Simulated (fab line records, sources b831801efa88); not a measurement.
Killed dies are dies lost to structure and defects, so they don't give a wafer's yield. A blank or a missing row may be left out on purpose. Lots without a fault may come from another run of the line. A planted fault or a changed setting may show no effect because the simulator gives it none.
fab line records | flow sky130
record lots=6 wafers=18 last_day=48
route steps=708 shown LDD_HVN@274 LDD_HVP@278 LDD_LDN@289 PAD_OPEN@708
lots that met no fault: from a run of the same line without faults
start_h: hours from the record's first day to the start of the lot's first wafer shown | wait_h: hours since the lot's step before | " the same as in the row above | L1.1+2: a row that stands for several wafers | - no value, or no start given | * or withheld: withheld | < > ~ a bound
route shown NAME@n: a module of which the file shows steps, and the number in the route of the first | usual: mean/standard deviation of fault-free wafers | same: alike in all rows | chamber/n: place in a boat | sites: the reading at each site | _std_site: their standard deviation | _edge_site: outer sites' mean less inner sites' | radius_mm: how far each site lies from the wafer's centre | mask NAME#n: copy n | behind: the tool/chamber that last shaped the wafer | hold: why the lot was held/for how many hours/how that ended | device: the transistor (n, p or np) that didn't switch | end of line: the same wafers' tests at the end of the route | a step without rows: its recipe alone | killed: dies lost to structure and defects at the first sort, not the wafer's yield | map: a wafer's dies, x killed, . not, _ none there
set.NAME: the setting as run; set.NAME@STEP: as run at that earlier step | model.NAME: the simulator's own value behind a step, which no gauge read
lots at some steps of the route; a table a step, a row a wafer
services: from which hour (start_h, from the record's first day; less than 0 if before it) a tool's chamber was out of use, for how many hours, and why
## steps
# step SKY_LDD_HVN_OVL_MEAS_07
# usual LDD_HVN_OVL=0.3/1.5
# columns lot.wafer tool chamber start_h wait_h LDD_HVN_OVL[nm]
L817.1 overlay-02 - 491.12 0.1 1.6
L817.2 " - " " 2.2
L817.5 " - " " 1.5
L820.1 overlay-02 - 492.10 0.1 2.7
L820.2 " - " " 3.2
L820.3 " - " " 3.0
L823.3 overlay-01 - 544.27 0.1 1.5
L823.5 " - " " 1.2
L823.6 " - " " 1.1
L824.3 overlay-01 - 547.23 0.1 -0.4
L824.5 " - " " 1.5
L824.6 " - " " 0.8
L825.2 overlay-01 - 547.77 0.1 -1.3
L825.3 " - " " -1.9
L825.5 " - " " -1.6
L832.1 overlay-02 - 593.17 0.1 -1.9
L832.5 " - " " -0.8
L832.6 " - " " 0.0
# step SKY_LDD_HVN_IMPLANT_08
# recipe species=P energy_kev=60.33 dose_cm2=3e+13 tilt_deg=40
# step SKY_LDD_HVN_STRIP_09
# recipe chemistry=O2/N2 power_w=1400 pressure_mtorr=1500 platen_temp_c=withheld o2_flow_sccm=3000 n2_flow_sccm=300 overash_fraction=0.5
# usual drypump_motor_current_A=5.8/0.32 oes_product_au=0.409/0.0045 strip_time_to_endpoint_s=4.134/0.017
# columns lot.wafer tool chamber start_h wait_h drypump_motor_current_A oes_product_au rf_hours_counter_h strip_time_to_endpoint_s
L817.1 plasma_asher-04 0 491.30 0.1 5.6 0.407 6 4.118
L817.2 " 1 " " 6.2 0.408 6 4.117
L817.5 " 0 " " 5.6 0.411 - 4.133
L820.1 plasma_asher-01 1 492.29 0.1 6.3 0.399 37 4.121
L820.2 " 0 " " 6.0 0.412 37 4.147
L820.3 " 0 " " 6.0 0.413 - 4.101
L823.3 plasma_asher-03 1 544.47 0.1 5.4 0.410 - 4.148
L823.5 " 1 " " 5.4 0.407 - 4.147
L823.6 " 0 " " 5.6 0.414 - 4.160
L824.3 plasma_asher-03 0 547.44 0.1 5.7 0.409 - 4.135
L824.5 " 0 " " 5.7 0.412 - 4.139
L824.6 " 1 " " 5.4 0.407 - 4.107
L825.2 plasma_asher-04 1 547.95 0.1 6.2 0.409 13 4.122
L825.3 " 0 " " 5.6 0.402 - 4.140
L825.5 " 0 " " 5.6 0.411 - 4.138
L832.1 plasma_asher-04 0 593.36 0.1 5.6 0.403 17 4.132
L832.5 " 1 " " 6.2 0.403 - 4.121
L832.6 " 0 " " 5.6 0.407 - 4.127
# step SKY_LDD_HVN_TW_MEAS_10
# usual LDD_HVN_TW=1440/12
# columns lot.wafer tool chamber start_h wait_h LDD_HVN_TW
L817.1 film_metro-03 - 491.40 0.1 1454
L817.2 " - " " 1453
L817.5 " - " " 1458
L820.1 film_metro-03 - 492.39 0.1 1459
L820.2 " - " " 1441
L820.3 " - " " 1447
L823.3 film_metro-03 - 544.56 0.1 1451
L823.5 " - " " 1448
L823.6 " - " " 1450
L824.3 film_metro-03 - 547.53 0.1 1444
L824.5 " - " " 1448
L824.6 " - " " 1448
L825.2 film_metro-02 - 548.06 0.1 1426
L825.3 " - " " 1426
L825.5 " - " " 1426
L832.1 film_metro-04 - 593.46 0.1 1445
L832.5 " - " " 1447
L832.6 " - " " 1445
# step SKY_LDD_HVP_DEHYDRATE_00
# recipe temp_c=200 time_s=60
# step SKY_LDD_HVP_HMDS_01
# recipe prime_time_s=60 prime_temp_c=120
# step SKY_LDD_HVP_COAT_02
# recipe resist=NOVOLAK spin_rpm=3000 resist_thk_nm=300
# step SKY_LDD_HVP_SOFTBAKE_03
# recipe temp_c=90 time_s=60 resist=NOVOLAK
# step SKY_LDD_HVP_EXPOSE_04
# recipe mask_id=HVPTM na=0.6 source_shape=conventional sigma_outer=0.6 polarization=unpolarized target_cd_nm=700 dose_mj=86
# step SKY_LDD_HVP_PEB_05
# recipe temp_c=withheld time_s=* resist=NOVOLAK
# step SKY_LDD_HVP_DEVELOP_06
# recipe resist=NOVOLAK developer=TMAH develop_time_s=60 dev_temp_c=23
# step SKY_LDD_HVP_OVL_MEAS_07
# usual LDD_HVP_OVL=0.8/1.2
# columns lot.wafer tool chamber start_h wait_h LDD_HVP_OVL[nm]
L817.1 overlay-02 - 522.01 0.1 0.1
L817.2 " - " " -0.2
L817.5 " - " " -2.4
L820.1 overlay-02 - 523.76 0.1 1.1
L820.2 " - " " 0.7
L820.3 " - " " 0.7
L823.3 overlay-01 - 574.53 0.1 1.7
L823.5 " - " " 1.2
L823.6 " - " " 1.3
L824.3 overlay-01 - 577.02 0.1 1.8
L824.5 " - " " 1.3
L824.6 " - " " 1.0
L825.2 overlay-02 - 577.38 0.1 0.3
L825.3 " - " " 0.5
L825.5 " - " " 0.7
L832.1 overlay-02 - 620.92 0.1 -0.3
L832.5 " - " " 0.3
L832.6 " - " " 0.7
# step SKY_LDD_HVP_IMPLANT_08
# recipe species=B energy_kev=20 dose_cm2=1.7e+13 tilt_deg=17.9
# usual dose_ions_cm2=1.7e+13/1.8e+10 faraday_current_uA=95.9/1.7
# columns lot.wafer tool chamber start_h wait_h dose_ions_cm2 faraday_current_uA
L817.1 implanter-02 0 522.05 0.0 1.7019e+13 92.8
L817.2 " 0 " " 1.7005e+13 96.0
L817.5 " 0 " " 1.6994e+13 92.8
L820.1 implanter-01 0 523.80 0.0 1.698e+13 96.0
L820.2 " 0 " " 1.6974e+13 95.2
L820.3 " 0 " " 1.6972e+13 98.9
L823.3 implanter-01 0 574.61 0.1 1.4771e+13 83.4
L823.5 " 0 " " 1.4767e+13 82.3
L823.6 " 0 " " 1.4754e+13 82.3
L824.3 implanter-01 0 577.10 0.1 1.4751e+13 83.7
L824.5 " 0 " " 1.4734e+13 83.5
L824.6 " 0 " " 1.4741e+13 83.0
L825.2 implanter-02 0 577.43 0.0 1.6996e+13 96.2
L825.3 " 0 " " 1.697e+13 97.7
L825.5 " 0 " " 1.6946e+13 96.5
L832.1 implanter-02 0 620.95 0.0 1.6988e+13 100.4
L832.5 " 0 " " 1.7e+13 97.6
L832.6 " 0 " " 1.6995e+13 94.9
# step SKY_LDD_HVP_STRIP_09
# recipe chemistry=O2/N2 power_w=1400 pressure_mtorr=1500 platen_temp_c=withheld o2_flow_sccm=3000 n2_flow_sccm=300 overash_fraction=0.5
# usual drypump_motor_current_A=5.72/0.26 oes_product_au=0.408/0.0045 strip_time_to_endpoint_s=4.141/0.016
# columns lot.wafer tool chamber start_h wait_h drypump_motor_current_A oes_product_au rf_hours_counter_h strip_time_to_endpoint_s
L817.1 plasma_asher-04 1 522.20 0.1 6.15 0.403 10 4.141
L817.2 " 0 " " 5.60 0.408 10 4.129
L817.5 " 0 " " 5.59 0.404 - 4.140
L820.1 plasma_asher-03 1 523.95 0.1 5.38 0.408 69 4.158
L820.2 " 0 " " 5.69 0.409 69 4.132
L820.3 " 1 " " 5.41 0.403 - 4.169
L823.3 plasma_asher-04 0 574.74 0.1 5.58 0.402 - 4.159
L823.5 " 1 " " 6.19 0.405 - 4.141
L823.6 " 0 " " 5.58 0.413 - 4.140
L824.3 plasma_asher-04 0 577.23 0.1 5.56 0.409 - 4.134
L824.5 " 1 " " 6.20 0.413 - 4.142
L824.6 " 0 " " 5.58 0.416 - 4.162
L825.2 plasma_asher-04 0 577.56 0.1 5.59 0.414 16 4.159
L825.3 " 0 " " 5.57 0.403 - 4.161
L825.5 " 1 " " 6.12 0.410 - 4.181
L832.1 plasma_asher-02 1 621.10 0.1 5.81 0.410 96 4.146
L832.5 " 0 " " 5.63 0.410 - 4.142
L832.6 " 1 " " 5.78 0.408 - 4.143
# step SKY_LDD_HVP_TW_MEAS_10
# usual LDD_HVP_TW=456/3.8
# columns lot.wafer tool chamber start_h wait_h LDD_HVP_TW
L817.1 film_metro-01 - 522.30 0.1 458
L817.2 " - " " 460
L817.5 " - " " 457
L820.1 film_metro-01 - 524.05 0.1 457
L820.2 " - " " 459
L820.3 " - " " 460
L823.3 film_metro-01 - 574.83 0.1 435
L823.5 " - " " 435
L823.6 " - " " 433
L824.3 film_metro-03 - 577.32 0.1 441
L824.5 " - " " 442
L824.6 " - " " 437
L825.2 film_metro-02 - 577.67 0.1 455
L825.3 " - " " 454
L825.5 " - " " 455
L832.1 film_metro-02 - 621.20 0.1 451
L832.5 " - " " 450
L832.6 " - " " 448
# step SKY_LDD_LDN_DEHYDRATE_00
# recipe temp_c=200 time_s=60
# step SKY_PAD_OPEN_PROBE_99
# usual killed_at_M0_to_M3=43/7.5 killed_at_M4_up=3.0/1.6 killed_at_contacts=23/5.8 killed_at_front_end=14/4.8 killed_at_other=0.3/0.52 killed_dies=84/9.1 killed_open=47/7.2 killed_short=37/5.8
# same gross_dies=492 killed_at_back_side=0
# columns lot.wafer tool chamber start_h wait_h killed_at_M0_to_M3 killed_at_M4_up killed_at_contacts killed_at_front_end killed_at_other killed_dies killed_open killed_short model.etest.tip_p_5v.rs_ohm_sq
L817.1 prober-02 - 1095.55 0.1 37 2 29 11 0 79 43 36 2862
L817.2 prober-02 - 1095.60 0.1 38 7 26 16 0 87 48 39 2854
L817.5 prober-02 - 1095.75 0.2 45 6 16 10 1 78 38 40 2875
L820.1 prober-02 - 1096.97 0.1 40 3 28 15 0 86 53 33 2848
L820.2 prober-02 - 1097.02 0.1 47 2 20 12 0 81 50 31 2884
L820.3 prober-02 - 1097.07 0.2 52 4 16 11 0 83 37 46 2857
L824.3 prober-02 - 1136.22 0.2 42 3 21 11 1 78 41 37 3221
L824.5 prober-02 - 1136.32 0.2 41 6 23 12 0 82 49 33 3229
L824.6 prober-02 - 1136.37 0.2 41 1 25 11 1 79 51 28 3219
L825.2 prober-02 - 1137.56 0.1 51 3 27 15 0 96 55 41 2848
L825.3 prober-02 - 1137.61 0.2 54 1 27 12 0 94 53 41 2848
L825.5 prober-02 - 1137.71 0.2 39 2 30 10 1 82 49 33 2857
L823.3 prober-01 - 1137.57 0.2 40 3 24 27 0 94 52 42 3183
L823.5 prober-01 - 1137.67 0.2 41 2 17 17 1 78 47 31 3175
L823.6 prober-01 - 1137.72 0.2 43 5 17 20 1 86 42 44 3171
L832.1 prober-01 - 1160.50 0.1 48 3 24 12 0 87 46 41 2854
L832.5 prober-01 - 1160.70 0.2 41 5 19 11 0 76 38 38 2835
L832.6 prober-01 - 1160.75 0.2 36 6 14 15 1 72 37 35 2841
# killed by level:class
L817.1 CONTACT:geometric_particle:open=12 VIA1:geometric_particle:open=8 LI_CONTACT:geometric_particle:open=7 METAL1:geometric_particle:short=7 LI_CONTACT:geometric_particle:short=5 CONTACT:geometric_particle:short=5 VIA1:geometric_particle:short=5 VIA2:geometric_particle:open=5
L817.2 VIA1:geometric_particle:open=11 CONTACT:geometric_particle:open=9 CONTACT:geometric_particle:short=9 POLY_GATE:geometric_particle:open=6 METAL2:geometric_particle:short=6 VIA2:geometric_particle:open=6 METAL4:geometric_particle:short=5 VIA1:geometric_particle:short=4
L817.5 VIA1:geometric_particle:open=11 METAL2:geometric_particle:short=8 CONTACT:geometric_particle:open=7 METAL1:geometric_particle:short=6 VIA3:geometric_particle:open=6 LOCAL_INTERCONNECT:geometric_particle:short=4 VIA1:geometric_particle:short=4 METAL4:geometric_particle:short=4
L820.1 VIA1:geometric_particle:open=16 CONTACT:geometric_particle:open=12 LI_CONTACT:geometric_particle:open=7 VIA2:geometric_particle:open=6 METAL1:geometric_particle:short=5 FIELD_ISO:geometric_particle:short=4 POLY_GATE:geometric_particle:short=4 POLY_GATE:geometric_particle:open=4
L820.2 VIA1:geometric_particle:open=17 METAL1:geometric_particle:short=7 LI_CONTACT:geometric_particle:open=6 CONTACT:geometric_particle:open=5 FIELD_ISO:geometric_particle:open=4 POLY_GATE:geometric_particle:open=4 LI_CONTACT:geometric_particle:short=4 METAL2:geometric_particle:short=4
L820.3 METAL2:geometric_particle:short=12 VIA1:geometric_particle:open=11 METAL1:geometric_particle:short=7 CONTACT:geometric_particle:short=6 CONTACT:geometric_particle:open=6 VIA3:geometric_particle:open=6 VIA1:geometric_particle:short=5 VIA2:geometric_particle:open=5
L824.3 VIA1:geometric_particle:open=13 LI_CONTACT:geometric_particle:open=12 VIA1:geometric_particle:short=5 METAL2:geometric_particle:short=5 VIA3:geometric_particle:short=4 METAL1:geometric_particle:short=4 VIA3:geometric_particle:open=4 FIELD_ISO:geometric_particle:short=3
L824.5 VIA3:geometric_particle:open=13 LI_CONTACT:geometric_particle:open=10 VIA1:geometric_particle:open=9 METAL2:geometric_particle:short=8 CONTACT:geometric_particle:open=6 POLY_GATE:geometric_particle:short=3 LOCAL_INTERCONNECT:geometric_particle:short=3 METAL1:geometric_particle:short=3
L824.6 LI_CONTACT:geometric_particle:open=12 VIA1:geometric_particle:open=9 VIA3:geometric_particle:open=8 VIA2:geometric_particle:open=8 VIA1:geometric_particle:short=6 CONTACT:geometric_particle:open=5 METAL2:geometric_particle:short=5 LOCAL_INTERCONNECT:geometric_particle:short=4
L825.2 VIA2:geometric_particle:open=11 VIA1:geometric_particle:open=10 CONTACT:geometric_particle:open=10 LI_CONTACT:geometric_particle:open=8 METAL1:geometric_particle:short=8 LOCAL_INTERCONNECT:geometric_particle:short=5 METAL3:geometric_particle:short=4 FIELD_ISO:geometric_particle:open=3
L823.3 VIA1:geometric_particle:open=9 POLY_GATE:geometric_particle:open=8 FIELD_ISO:geometric_particle:open=7 LI_CONTACT:geometric_particle:open=6 CONTACT:geometric_particle:open=6 CONTACT:geometric_particle:short=5 VIA1:geometric_particle:short=5 POLY_GATE:geometric_particle:short=4
L825.3 VIA1:geometric_particle:open=12 VIA3:geometric_particle:open=10 LOCAL_INTERCONNECT:geometric_particle:short=8 VIA2:geometric_particle:open=8 METAL2:geometric_particle:short=6 FIELD_ISO:geometric_particle:open=5 LI_CONTACT:geometric_particle:open=5 CONTACT:geometric_particle:open=5
L823.5 VIA1:geometric_particle:open=13 VIA3:geometric_particle:open=8 CONTACT:geometric_particle:open=6 LI_CONTACT:geometric_particle:open=6 METAL2:geometric_particle:short=6 FIELD_ISO:geometric_particle:short=5 POLY_GATE:geometric_particle:open=5 VIA2:geometric_particle:open=5
L825.5 VIA1:geometric_particle:open=11 CONTACT:geometric_particle:open=9 LI_CONTACT:geometric_particle:open=7 VIA3:geometric_particle:open=7 METAL2:geometric_particle:short=5 LI_CONTACT:geometric_particle:short=4 LOCAL_INTERCONNECT:geometric_particle:short=4 POLY_GATE:geometric_particle:open=3
L823.6 FIELD_ISO:geometric_particle:short=9 VIA1:geometric_particle:open=9 VIA2:geometric_particle:open=8 VIA3:geometric_particle:open=7 CONTACT:geometric_particle:open=6 METAL1:geometric_particle:short=6 LI_CONTACT:geometric_particle:open=5 METAL4:geometric_particle:short=5
L832.1 VIA1:geometric_particle:open=12 VIA2:geometric_particle:short=8 METAL2:geometric_particle:short=7 LI_CONTACT:geometric_particle:open=7 VIA3:geometric_particle:open=7 CONTACT:geometric_particle:short=6 CONTACT:geometric_particle:open=6 FIELD_ISO:geometric_particle:short=3
L832.5 VIA1:geometric_particle:open=11 LI_CONTACT:geometric_particle:open=7 VIA1:geometric_particle:short=7 CONTACT:geometric_particle:open=6 METAL2:geometric_particle:short=6 VIA2:geometric_particle:short=6 CONTACT:geometric_particle:short=3 METAL1:geometric_particle:short=3
L832.6 VIA1:geometric_particle:open=9 VIA2:geometric_particle:open=7 CONTACT:geometric_particle:open=5 METAL3:geometric_particle:short=5 FIELD_ISO:geometric_particle:short=4 POLY_GATE:geometric_particle:open=4 VIA1:geometric_particle:short=4 METAL2:geometric_particle:short=4
## services
# columns tool chamber start_h hours kind
plasma_asher-01 - 480.93 4.5 repair
plasma_asher-01 - 488.27 3.8 repair
plasma_asher-03 - 490.70 1.2 repair
plasma_asher-01 - 509.06 10.3 pm
plasma_asher-01 - 531.64 4.3 pm
implanter-01 - 550.23 7.0 pm
plasma_asher-03 - 551.24 1.0 repair
implanter-02 - 562.60 0.7 repair
plasma_asher-02 - 614.75 4.3 pm
## key
first_sign step=SKY_LDD_HVP_IMPLANT_08 reading=dose_ions_cm2 direction=down sigmas=99+ usual=* struck=*
effect step=SKY_LDD_HVP_IMPLANT_08 reading=faraday_current_uA direction=down sigmas=7.4 usual=95.9 struck=83.0
effect step=SKY_LDD_HVP_TW_MEAS_10 reading=LDD_HVP_TW direction=down sigmas=5 usual=456 struck=437
model_effect step=SKY_PAD_OPEN_PROBE_99 value=etest.tip_p_5v.rs_ohm_sq without=2885 struck=3200
met_at SKY_LDD_HVP_IMPLANT_08
struck_wafers L823.3,L823.5,L823.6,L824.3,L824.5,L824.6
tester_left_out L823,L824
onset_between 523.80 574.61
fault kind=process_parameter_drift tool=implanter-01 chamber=- onset_h=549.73 steps=SKY_LDD_HVP_IMPLANT_08 channel=dose_cm2 offset=* shape=step end_h=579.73 acts_in=* stated=*
# tester_left_out: of these lots the tester's yield and bins aren't shown, on N5 and GAA mostly nor the transistor test; their killed dies are dies lost to structure and defects alone, not to doping, threshold or leakage, so they don't give the yield
